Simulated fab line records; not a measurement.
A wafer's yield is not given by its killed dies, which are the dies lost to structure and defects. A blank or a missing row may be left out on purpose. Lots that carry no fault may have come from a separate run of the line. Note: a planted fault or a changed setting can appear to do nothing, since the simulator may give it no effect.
Chamber matching -- flow gf180mcu -- GF_CONTACT_CVD_00 on hdpcvd-02 has 3 sister chambers
The step deposits SiO2, target thk 300 nm, time 50 s. 14 wafers are shown with their chamber, then 7 later ones without.

== EACH WAFER AND ITS CHAMBER ==
wafer,chamber,susceptor_temp_C (C),sih4_flow_sccm (sccm)
L589.1,1,399.82,60.03
L589.4,1,399.77,59.92
L589.6,0,399.93,60.00
L590.1,2,400.33,60.11
L590.3,0,400.26,60.00
L590.5,0,400.06,60.08
L593.2,0,399.80,60.59
L593.4,0,400.16,60.30
L593.6,2,400.10,60.15
L595.1,1,399.91,59.98
L595.2,2,400.61,60.03
L595.5,2,399.94,59.79
L596.1,2,400.28,60.15
L596.5,0,399.79,60.41

SIGNATURES (means of the wafers above)
reading,chamber 0,chamber 1,chamber 2,scatter within a chamber
susceptor_temp_C,400.0000,399.8333,400.2520,0.203
sih4_flow_sccm,60.2300,59.9767,60.0460,0.189
Rule: for a wafer and a chamber, the distance is found by dividing, reading by reading, the gap between the wafer's reading and the chamber's mean by the reading's scatter, squaring, summing and taking the root. If the next closest chamber is less than 2 further off than the closest, the wafer can't be placed; otherwise it belongs to the closest. The scatter is the square root of a quotient: the sum, over the shown wafers, of each reading's squared deviation from its chamber's mean, divided by wafers minus chambers.

== WAFERS MISSING THEIR CHAMBER ==
wafer,susceptor_temp_C (C),sih4_flow_sccm (sccm)
L596.6,400.34,60.08
L598.2,400.26,60.06
L598.4,399.82,59.86
L598.6,400.04,59.94
L608.4,399.66,59.77
L608.6,399.86,60.06
L609.3,400.16,59.83

== CHAMBER TAKEN BY EACH ==
wafer,from the rows above,in truth
L596.6,can't be placed: 2 or 0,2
L598.2,can't be placed: 2 or 0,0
L598.4,can't be placed: 1 or 0 or 2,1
L598.6,can't be placed: 1 or 2 or 0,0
L608.4,can't be placed: 1 or 0 or 2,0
L608.6,can't be placed: 1 or 0 or 2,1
L609.3,can't be placed: 2 or 1 or 0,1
Placed correctly: 0 of 7. Can't be placed from these rows: 7 (the true chamber is among the candidates in 7). Number placed wrongly: 0.
